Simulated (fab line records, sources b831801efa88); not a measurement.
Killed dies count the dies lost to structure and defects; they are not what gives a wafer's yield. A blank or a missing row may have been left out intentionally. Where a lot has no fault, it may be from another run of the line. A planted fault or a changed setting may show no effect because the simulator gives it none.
Which tool was responsible? ; flow sky130 ; 21 wafers from 7 lots sampled at 2 of the route's 708 steps

## WHAT THE GAUGES SHOWED, per wafer
SKY_LDD_HVP_TW_MEAS_10.
lot;measured;on;LDD_HVP_TW
L125;day 23 02:20;film-metro-04;449.8 449.3 450.9
L126;day 23 14:54;film-metro-02;450.2 449.5 449.5
L129;day 24 05:05;film-metro-01;457.4 455.4 455.8
L131;day 25 04:47;film-metro-02;450.9 452.7 452.8
L138;day 26 23:19;film-metro-04;448.8 450.0 446.9
L142;day 28 13:11;film-metro-02;481.8 479.5 481.8
L145;day 29 06:30;film-metro-02;452.3 452.9 453.2

## TOOL THAT RAN EACH LOT (tool first, then ch and the chambers of the sampled wafers, then the start)
lot;SKY_LDD_HVP_IMPLANT_08
L125;implanter-04 ch 0, day 23 02:05
L126;implanter-02 ch 0, day 23 14:40
L129;implanter-02 ch 0, day 24 04:50
L131;implanter-04 ch 0, day 25 04:32
L138;implanter-01 ch 0, day 26 23:05
L142;implanter-02 ch 0, day 28 12:56
L145;implanter-01 ch 0, day 29 06:16
- SKY_LDD_HVP_IMPLANT_08

## THE ANSWER, worked out from the rows above alone
Rule: the lots themselves supply what counts as usual. The widest of any qualifying gaps counts: lots, ordered by their means at a reading, are off when they make up no more than a third of the lots, leave a main group of 4 or more, and stand apart from it by 3 or more times the standard deviation of that group's means. If all means in a main group match to the digits the tables above print for the reading, that group is not used. A lot without any number at a reading at which 4 lots or more have one is off too. Where the step has rows for the other lots, those lots are counted as sound.
Off: L142, seen at SKY_LDD_HVP_TW_MEAS_10 (LDD_HVP_TW). Mean 451.6 and standard deviation 2.5 in the main group.
If a tool, at a process step before that reading, ran all the lots that are off and no sound lot after the first of them, it fits. Those tools and the gauges at SKY_LDD_HVP_TW_MEAS_10 are tried in the same way. One candidate fits, namely implanter-02 at SKY_LDD_HVP_IMPLANT_08. A fault onset in the window from L129 (day 24 04:50, its last sound lot) to L142 (day 28 12:56, its first lot off) fits.

## WHAT WAS PUT IN BY THE SIMULATOR
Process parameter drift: implanter-02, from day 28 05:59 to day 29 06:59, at SKY_LDD_HVP_IMPLANT_08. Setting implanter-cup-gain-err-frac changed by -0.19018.
Struck lots among those shown: L142. This agrees with what the rule above found.
